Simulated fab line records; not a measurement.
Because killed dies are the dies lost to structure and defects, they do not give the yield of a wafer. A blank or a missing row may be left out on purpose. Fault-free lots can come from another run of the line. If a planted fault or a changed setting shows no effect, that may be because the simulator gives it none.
fab line records	flow sfqLine
[record] lots = 15	wafers = 45	lastDay = 82
route steps=325 shown M0@29 M1@68 M3@119
lots untouched by any fault: they come from a run of this same line in which no faults occurred
startH: start of the lot's first displayed wafer, in hours after the record's first day	waitH: hours from the lot's prior step to this one	" unchanged from the row above	L1.1+2: a single row standing in for several wafers	- no value, or no start was given	* or withheld: withheld	< > ~ a bound
route shown NAME@n: NAME is a module with steps in the file, n the number in the route of the first one	usual: mean and standard deviation over wafers with no fault	same: alike in all rows	chamber/n: place in a boat	sites: each site's reading	_std_site: their standard deviation	_edge_site: outer sites' mean less inner sites'	radiusMm: how far each site lies from the wafer's centre	mask NAME#n: copy n	behind: tool/chamber where the wafer was last shaped	hold: what put the lot on hold/how long, in hours/how the hold closed	device: names the non-switching transistor (n, p or np)	end of line: tests run on the same wafers once the route is complete	a step with no rows: only its recipe	killed: count of dies lost to structure and defects at first sort (not the wafer's yield)	map: a wafer's dies, marking killed ones x, the rest . and places with no die _
set.NAME: the setting as run; set.NAME@STEP: as run at that earlier step	model.NAME: the simulator's own value behind a step, which no gauge read
a sample of lots followed through the steps of the route, with each step as a table and each wafer as a row
services: when a tool's chamber went out of use (startH, in hours from the record's first day, below 0 if earlier), for how many hours, and the reason
[[steps]]
[step SFQ_TRILAYER_M0_DEP_SPUTTER_019]
[recipe] material = Nb	basePressurePa = 1.33e-06	chamberPressurePa = 0.1333	substrateTempC = 20	resputterCathodeVoltageV = 400	targetThkNm = 200	powerW = 2000	timeS = 133.3
[usual] basePressurePa = 1.33e-06/7.8e-08	chamberPressurePa = 0.13326/0.00029	throttleValvePct = 30.4/1
lot.wafer	tool	chamber	startH	waitH	basePressurePa	chamberPressurePa	throttleValvePct
L392.1	pvdSputter-06	-	96.04	0.0	1.44e-06	0.13329	31.4
L392.2	"	-	"	"	1.11e-06	0.13325	28.6
L392.5	"	-	"	"	1.34e-06	0.13372	28.6
L394.2	pvdSputter-03	-	102.04	0.0	1.37e-06	0.13291	30.9
L394.4	"	-	"	"	1.32e-06	0.13284	32.5
L394.6	"	-	"	"	1.35e-06	0.13313	29.9
L395.3	pvdSputter-04	-	110.44	0.0	1.32e-06	0.13348	30.9
L395.4	"	-	"	"	1.24e-06	0.13291	29.0
L395.6	"	-	"	"	1.3e-06	0.13283	29.1
L396.1	pvdSputter-04	-	115.24	0.0	1.29e-06	0.13323	30.9
L396.2	"	-	"	"	1.32e-06	0.13314	30.5
L396.6	"	-	"	"	1.25e-06	0.13336	29.4
L397.4	pvdSputter-03	-	123.64	0.0	1.38e-06	0.13283	31.2
L397.5	"	-	"	"	1.38e-06	0.13364	32.5
L397.6	"	-	"	"	1.42e-06	0.13347	31.0
L398.3	pvdSputter-03	-	129.66	0.0	1.22e-06	0.13348	30.0
L398.4	"	-	"	"	1.37e-06	0.13295	32.2
L398.6	"	-	"	"	1.3e-06	0.13328	32.2
L399.2	pvdSputter-04	-	134.44	0.0	1.32e-06	0.13312	30.6
L399.3	"	-	"	"	1.43e-06	0.13268	30.6
L399.6	"	-	"	"	1.39e-06	0.13314	30.4
L400.2	pvdSputter-04	-	139.24	0.0	1.2e-06	0.13384	29.1
L400.3	"	-	"	"	1.38e-06	0.13318	30.8
L400.4	"	-	"	"	1.34e-06	0.13296	30.7
L401.4	pvdSputter-03	-	150.79	0.0	1.34e-06	0.13286	31.2
L401.5	"	-	"	"	1.37e-06	0.13329	32.4
L401.6	"	-	"	"	1.32e-06	0.13334	29.6
L402.1	pvdSputter-04	-	153.19	0.0	1.29e-06	0.13341	29.2
L402.3	"	-	"	"	1.29e-06	0.1326	31.1
L402.6	"	-	"	"	1.39e-06	0.13302	29.3
L403.2	pvdSputter-03	-	201.16	0.0	1.25e-06	0.13285	30.1
L403.5	"	-	"	"	1.24e-06	0.13351	30.0
L403.6	"	-	"	"	1.15e-06	0.13299	29.8
L405.3	pvdSputter-03	-	212.54	0.0	1.34e-06	0.1334	29.2
L405.4	"	-	"	"	1.32e-06	0.13297	30.2
L405.5	"	-	"	"	1.23e-06	0.13353	30.6
L412.1	pvdSputter-03	-	247.49	0.0	1.25e-06	0.13328	31.0
L412.3	"	-	"	"	1.22e-06	0.1335	29.4
L412.5	"	-	"	"	1.4e-06	0.13365	30.1
L414.2	pvdSputter-03	-	263.09	0.0	1.25e-06	0.13326	29.9
L414.4	"	-	"	"	1.28e-06	0.13306	32.5
L414.6	"	-	"	"	1.32e-06	0.13338	30.8
L415.2	pvdSputter-03	-	269.69	0.0	1.24e-06	0.13324	29.4
L415.3	"	-	"	"	1.33e-06	0.13336	32.5
L415.4	"	-	"	"	1.32e-06	0.13302	29.8
[step SFQ_M0_RS_MEAS_904]
[recipe] thkMeasGauge = four-point-probe	reads = Nb_of_TRILAYER_M0_DEP_SPUTTER_019
[usual] M0_NB_RS = 0.888/0.0095
lot.wafer	tool	chamber	startH	waitH	M0_NB_RS[ohm/sq]
L392.1	filmMetro-02	-	96.13	0.0	0.873
L392.2	"	-	"	"	0.880
L392.5	"	-	"	"	0.875
L394.2	filmMetro-02	-	102.15	0.1	0.902
L394.4	"	-	"	"	0.899
L394.6	"	-	"	"	0.895
L395.3	filmMetro-02	-	110.57	0.1	0.889
L395.4	"	-	"	"	0.889
L395.6	"	-	"	"	0.888
L396.1	filmMetro-03	-	115.33	0.0	0.893
L396.2	"	-	"	"	0.904
L396.6	"	-	"	"	0.890
L397.4	filmMetro-03	-	123.79	0.1	0.897
L397.5	"	-	"	"	0.898
L397.6	"	-	"	"	0.894
L398.3	filmMetro-03	-	129.79	0.1	0.887
L398.4	"	-	"	"	0.887
L398.6	"	-	"	"	0.897
L399.2	filmMetro-02	-	134.55	0.1	0.888
L399.3	"	-	"	"	0.884
L399.6	"	-	"	"	0.889
L400.2	filmMetro-03	-	139.35	0.1	0.883
L400.3	"	-	"	"	0.893
L400.4	"	-	"	"	0.880
L401.4	filmMetro-02	-	150.94	0.1	0.901
L401.5	"	-	"	"	0.912
L401.6	"	-	"	"	0.897
L402.1	filmMetro-02	-	153.28	0.0	0.902
L402.3	"	-	"	"	0.903
L402.6	"	-	"	"	0.897
L403.2	filmMetro-03	-	201.27	0.1	0.873
L403.5	"	-	"	"	0.879
L403.6	"	-	"	"	0.875
L405.3	filmMetro-03	-	212.67	0.1	0.878
L405.4	"	-	"	"	0.874
L405.5	"	-	"	"	0.878
L412.1	filmMetro-03	-	247.58	0.0	0.964
L412.3	"	-	"	"	0.967
L412.5	"	-	"	"	0.966
L414.2	filmMetro-04	-	263.20	0.1	0.976
L414.4	"	-	"	"	0.992
L414.6	"	-	"	"	0.983
L415.2	filmMetro-04	-	269.80	0.1	0.954
L415.3	"	-	"	"	0.968
L415.4	"	-	"	"	0.961
[step SFQ_M0_OVL_MEAS_906]
[usual] M0_OVL = 2/5
lot.wafer	tool	chamber	startH	waitH	M0_OVL[nm]
L392.1	overlay-02	-	110.84	0.1	2
L392.2	"	-	"	"	3
L392.5	"	-	"	"	-1
L394.2	overlay-01	-	118.04	0.1	5
L394.4	"	-	"	"	5
L394.6	"	-	"	"	2
L395.3	overlay-01	-	125.25	0.1	5
L395.4	"	-	"	"	4
L395.6	"	-	"	"	7
L396.1	overlay-01	-	135.99	0.1	-2
L396.2	"	-	"	"	0
L396.6	"	-	"	"	-3
L397.4	overlay-02	-	146.91	0.1	1
L397.5	"	-	"	"	1
L397.6	"	-	"	"	8
L398.3	overlay-01	-	152.91	0.1	1
L398.4	"	-	"	"	-6
L398.6	"	-	"	"	-3
L399.2	overlay-02	-	157.70	0.1	-7
L399.3	"	-	"	"	-8
L399.6	"	-	"	"	-8
L400.2	overlay-01	-	162.50	0.1	-8
L400.3	"	-	"	"	-10
L400.4	"	-	"	"	-4
L401.4	overlay-01	-	170.91	0.1	-5
L401.5	"	-	"	"	-3
L401.6	"	-	"	"	-4
L402.1	overlay-01	-	174.49	0.1	-1
L402.3	"	-	"	"	-2
L402.6	"	-	"	"	0
L403.2	overlay-01	-	217.93	0.1	6
L403.5	"	-	"	"	-1
L403.6	"	-	"	"	5
L405.3	overlay-01	-	231.13	0.1	2
L405.4	"	-	"	"	3
L405.5	"	-	"	"	5
L412.1	overlay-02	-	283.47	0.1	4
L412.3	"	-	"	"	-4
L412.5	"	-	"	"	-1
L414.2	overlay-02	-	297.88	0.1	3
L414.4	"	-	"	"	2
L414.6	"	-	"	"	1
L415.2	overlay-02	-	302.79	0.1	5
L415.3	"	-	"	"	2
L415.4	"	-	"	"	7
[step SFQ_TRILAYER_M0_ETCH_METAL_ETCH_024]
[recipe] target = Nb	stopOn = SiO2	maskMaterial = PR	chemistry = Cl2/Ar	targetDepthNm = 240	icpW = 600	biasW = 80	pressureMtorr = 10	timeS = 120
[usual] chamberPressureMTorr = 9.999/0.0093	drypumpMotorCurrentA = 5.4/0.53	heBacksideLeakSccm = 3.45/0.19	oesProductAu = 0.896/0.0071
[same] timeS = 120
lot.wafer	tool	chamber	startH	waitH	chamberPressureMTorr	drypumpMotorCurrentA	heBacksideLeakSccm	oesProductAu	rfHoursCounterH
L392.1	rieMetal-02	0	110.93	0.0	9.994	6.4	3.53	0.911	184
L392.2	"	1	"	"	10.012	5.6	3.47	0.903	168
L392.5	"	1	"	"	9.997	5.6	3.51	0.903	-
L394.2	rieMetal-04	0	118.13	0.0	10.002	5.3	3.59	0.883	17
L394.4	"	1	"	"	10.022	5.0	3.52	0.891	-
L394.6	"	0	"	"	10.030	5.2	3.60	0.891	-
L395.3	rieMetal-02	1	125.38	0.1	10.004	5.6	3.37	0.890	-
L395.4	"	0	"	"	9.999	6.4	3.60	0.890	-
L395.6	"	1	"	"	10.005	5.6	3.48	0.899	-
L396.1	rieMetal-03	0	136.09	0.0	9.996	6.0	3.46	0.893	146
L396.2	"	1	"	"	9.997	5.0	3.52	0.891	185
L396.6	"	0	"	"	10.005	6.0	3.52	0.897	-
L397.4	rieMetal-02	0	147.03	0.1	9.991	6.4	3.74	0.901	-
L397.5	"	0	"	"	10.003	6.4	3.52	0.894	-
L397.6	"	1	"	"	10.005	5.6	3.44	0.905	-
L398.3	rieMetal-03	0	153.03	0.1	9.997	6.0	3.40	0.892	-
L398.4	"	1	"	"	9.997	4.9	3.39	0.901	-
L398.6	"	1	"	"	9.997	4.9	3.23	0.882	-
L399.2	rieMetal-03	0	157.79	0.0	9.990	6.0	3.43	0.886	149
L399.3	"	1	"	"	10.001	5.0	3.38	0.893	-
L399.6	"	0	"	"	9.985	6.1	3.44	0.906	-
L400.2	rieMetal-03	1	162.59	0.0	10.005	4.9	3.71	0.899	189
L400.3	"	0	"	"	9.987	6.1	3.44	0.890	-
L400.4	"	1	"	"	10.004	4.9	3.51	0.899	-
L401.4	rieMetal-03	0	171.03	0.1	9.987	6.0	3.39	0.885	-
L401.5	"	1	"	"	9.982	5.0	3.24	0.882	-
L401.6	"	0	"	"	9.999	6.0	3.41	0.886	-
L402.1	rieMetal-03	1	174.59	0.0	9.998	5.0	3.14	0.883	190
L402.3	"	1	"	"	9.986	5.0	2.97	0.896	-
L402.6	"	1	"	"	9.994	5.0	2.96	0.889	-
L403.2	rieMetal-04	1	218.01	0.0	10.002	5.0	3.54	0.910	128
L403.5	"	0	"	"	10.023	5.3	3.53	0.904	-
L403.6	"	1	"	"	10.000	5.0	3.61	0.901	-
L405.3	rieMetal-04	0	231.26	0.1	10.001	5.2	3.48	0.902	-
L405.4	"	1	"	"	10.000	5.0	3.53	0.902	-
L405.5	"	1	"	"	9.999	5.0	3.60	0.896	-
L412.1	rieMetal-03	1	283.56	0.0	9.991	4.9	3.30	0.861	13
L412.3	"	1	"	"	9.996	4.9	3.22	0.852	-
L412.5	"	0	"	"	9.995	6.0	3.48	0.851	-
L414.2	rieMetal-04	0	297.96	0.0	9.990	5.2	3.67	0.844	49
L414.4	"	0	"	"	9.997	5.3	3.77	0.844	-
L414.6	"	1	"	"	10.015	5.0	3.48	0.849	-
L415.2	rieMetal-03	0	302.88	0.0	10.017	6.0	3.47	0.863	171
L415.3	"	1	"	"	9.992	5.0	3.21	0.857	-
L415.4	"	0	"	"	9.997	6.0	3.39	0.858	-
[step SFQ_M1_OVL_MEAS_911]
[usual] M1_OVL = 1/4.1
lot.wafer	tool	chamber	startH	waitH	M1_OVL[nm]
L392.1	overlay-01	-	343.94	0.1	3
L392.2	"	-	"	"	7
L392.5	"	-	"	"	2
L394.2	overlay-02	-	356.05	0.1	0
L394.4	"	-	"	"	-6
L394.6	"	-	"	"	-1
L395.3	overlay-01	-	359.66	0.1	0
L395.4	"	-	"	"	0
L395.6	"	-	"	"	2
L396.1	overlay-02	-	367.84	0.1	0
L396.2	"	-	"	"	-3
L396.6	"	-	"	"	-2
L397.4	overlay-01	-	377.51	0.1	0
L397.5	"	-	"	"	1
L397.6	"	-	"	"	2
L398.3	overlay-02	-	382.30	0.1	2
L398.4	"	-	"	"	4
L398.6	"	-	"	"	6
L399.2	overlay-02	-	412.57	0.1	-2
L399.3	"	-	"	"	-6
L399.6	"	-	"	"	2
L400.2	overlay-02	-	417.37	0.1	2
L400.3	"	-	"	"	2
L400.4	"	-	"	"	3
L401.4	overlay-02	-	426.99	0.1	-7
L401.5	"	-	"	"	-9
L401.6	"	-	"	"	-4
L402.1	overlay-01	-	431.77	0.1	2
L402.3	"	-	"	"	4
L402.6	"	-	"	"	-1
L403.2	overlay-02	-	478.57	0.1	-3
L403.5	"	-	"	"	-2
L403.6	"	-	"	"	-3
L405.3	overlay-01	-	504.98	0.1	7
L405.4	"	-	"	"	5
L405.5	"	-	"	"	9
L412.1	overlay-02	-	591.97	0.1	0
L412.3	"	-	"	"	-2
L412.5	"	-	"	"	1
L414.2	overlay-02	-	606.38	0.1	-4
L414.4	"	-	"	"	-2
L414.6	"	-	"	"	-8
L415.2	overlay-01	-	612.38	0.1	-3
L415.3	"	-	"	"	-4
L415.4	"	-	"	"	4
[step SFQ_TRILAYER_M3_DEP_SPUTTER_073]
[recipe] material = Nb	basePressurePa = 1.33e-06	chamberPressurePa = 0.1333	substrateTempC = 20	resputterCathodeVoltageV = 400	targetThkNm = 200	powerW = 2000	timeS = 133.3
[usual] basePressurePa = 1.34e-06/8.8e-08	chamberPressurePa = 0.13332/0.00025	throttleValvePct = 30.1/0.92
[same] timeS = 133.3
lot.wafer	tool	chamber	startH	waitH	basePressurePa	chamberPressurePa	throttleValvePct
L392.1	pvdSputter-05	-	686.87	0.0	1.29e-06	0.13297	29.6
L392.2	"	-	"	"	1.35e-06	0.1333	29.2
L392.5	"	-	"	"	1.25e-06	0.13323	29.6
L394.2	pvdSputter-06	-	697.45	0.0	1.39e-06	0.13301	29.3
L394.4	"	-	"	"	1.47e-06	0.13333	30.1
L394.6	"	-	"	"	1.28e-06	0.13329	29.5
L395.3	pvdSputter-05	-	701.80	0.0	1.3e-06	0.13316	30.2
L395.4	"	-	"	"	1.42e-06	0.1332	32.0
L395.6	"	-	"	"	1.37e-06	0.13347	31.5
L396.1	pvdSputter-06	-	712.60	0.0	1.33e-06	0.13322	29.9
L396.2	"	-	"	"	1.18e-06	0.13339	29.3
L396.6	"	-	"	"	1.45e-06	0.13371	31.5
L397.4	pvdSputter-05	-	715.00	0.0	1.34e-06	0.13355	31.8
L397.5	"	-	"	"	1.44e-06	0.13344	29.5
L397.6	"	-	"	"	1.29e-06	0.1329	29.3
L398.3	pvdSputter-05	-	717.40	0.0	1.42e-06	0.13358	29.4
L398.4	"	-	"	"	1.23e-06	0.13323	29.7
L398.6	"	-	"	"	1.35e-06	0.1336	29.1
L399.2	pvdSputter-06	-	718.73	0.0	1.35e-06	0.13294	31.3
L399.3	"	-	"	"	1.41e-06	0.13323	30.0
L399.6	"	-	"	"	1.17e-06	0.13354	28.9
L400.2	pvdSputter-05	-	719.93	0.0	1.37e-06	0.13334	29.6
L400.3	"	-	"	"	1.41e-06	0.13339	30.0
L400.4	"	-	"	"	1.27e-06	0.13329	29.3
L401.4	pvdSputter-06	-	721.13	0.0	1.35e-06	0.13322	29.3
L401.5	"	-	"	"	1.33e-06	0.13369	30.0
L401.6	"	-	"	"	1.43e-06	0.13321	28.9
L402.1	pvdSputter-05	-	722.35	0.0	1.28e-06	0.13333	29.8
L402.3	"	-	"	"	1.34e-06	0.13296	31.7
L402.6	"	-	"	"	1.06e-06	0.13317	30.0
L403.2	pvdSputter-05	-	799.39	0.0	1.56e-06	0.13298	29.4
L403.5	"	-	"	"	1.29e-06	0.13339	31.9
L403.6	"	-	"	"	1.28e-06	0.13315	29.2
L405.3	pvdSputter-05	-	954.90	0.0	1.28e-06	0.13334	29.8
L405.4	"	-	"	"	1.43e-06	0.13311	31.9
L405.5	"	-	"	"	1.26e-06	0.13386	29.4
L412.1	pvdSputter-06	-	1034.43	0.0	1.36e-06	0.13289	31.4
L412.3	"	-	"	"	1.45e-06	0.13306	28.9
L412.5	"	-	"	"	1.34e-06	0.13338	29.8
L414.2	pvdSputter-05	-	1036.23	0.0	1.53e-06	0.13326	29.5
L414.4	"	-	"	"	1.38e-06	0.13305	29.9
L414.6	"	-	"	"	1.21e-06	0.13346	29.7
L415.2	pvdSputter-04	-	1039.96	0.0	1.36e-06	0.13351	30.9
L415.3	"	-	"	"	1.43e-06	0.13321	29.0
L415.4	"	-	"	"	1.35e-06	0.13322	31.0
[[services]]
tool	chamber	startH	hours	kind
pvdSputter-03	-	95.81	1.8	repair
rieMetal-03	1	98.22	2.1	repair
rieMetal-03	-	116.44	2.8	pm
rieMetal-03	1	165.27	4.8	repair
pvdSputter-03	-	241.48	3.8	repair
pvdSputter-03	-	251.12	5.0	repair
pvdSputter-03	-	368.37	2.2	repair
pvdSputter-05	-	413.23	1.2	repair
pvdSputter-05	-	426.64	8.0	repair
pvdSputter-05	-	463.92	2.9	repair
pvdSputter-03	-	534.89	7.2	repair
pvdSputter-05	-	552.67	10.8	repair
pvdSputter-05	-	595.01	3.6	repair
pvdSputter-05	-	596.20	8.8	repair
pvdSputter-05	-	615.37	5.1	repair
pvdSputter-03	-	733.24	7.3	repair
pvdSputter-03	-	767.52	3.4	repair
pvdSputter-05	-	827.66	2.2	repair
pvdSputter-03	-	864.23	9.0	repair
pvdSputter-03	-	944.57	3.2	repair
pvdSputter-05	-	955.95	3.6	repair
pvdSputter-03	-	980.36	2.0	repair
pvdSputter-03	-	1029.21	3.7	repair
pvdSputter-03	-	1035.27	3.1	repair
[[key]]
[firstSign] step = SFQ_M0_RS_MEAS_904	reading = M0_NB_RS	direction = up	sigmas = 8.6	usual = 0.888	struck = 0.970
[effect] step = SFQ_TRILAYER_M0_ETCH_METAL_ETCH_024	reading = oesProductAu	direction = down	sigmas = 6	usual = 0.896	struck = 0.853
metAt SFQ_TRILAYER_M0_DEP_SPUTTER_019
struckLots L412,L414,L415
notActingAt SFQ_M0_OVL_MEAS_906,SFQ_M1_OVL_MEAS_911,SFQ_TRILAYER_M3_DEP_SPUTTER_073
onsetBetween 212.54 247.49
alsoFits time
[fault] kind = processParameterDrift	tool = pvdSputter-03	chamber = -	onsetH = 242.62	steps = SFQ_TRILAYER_M0_DEP_SPUTTER_019	channel = targetThkNm	offset = -17.77	shape = step	endH = 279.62	actsIn = theseRecipesOnly	stated = 200
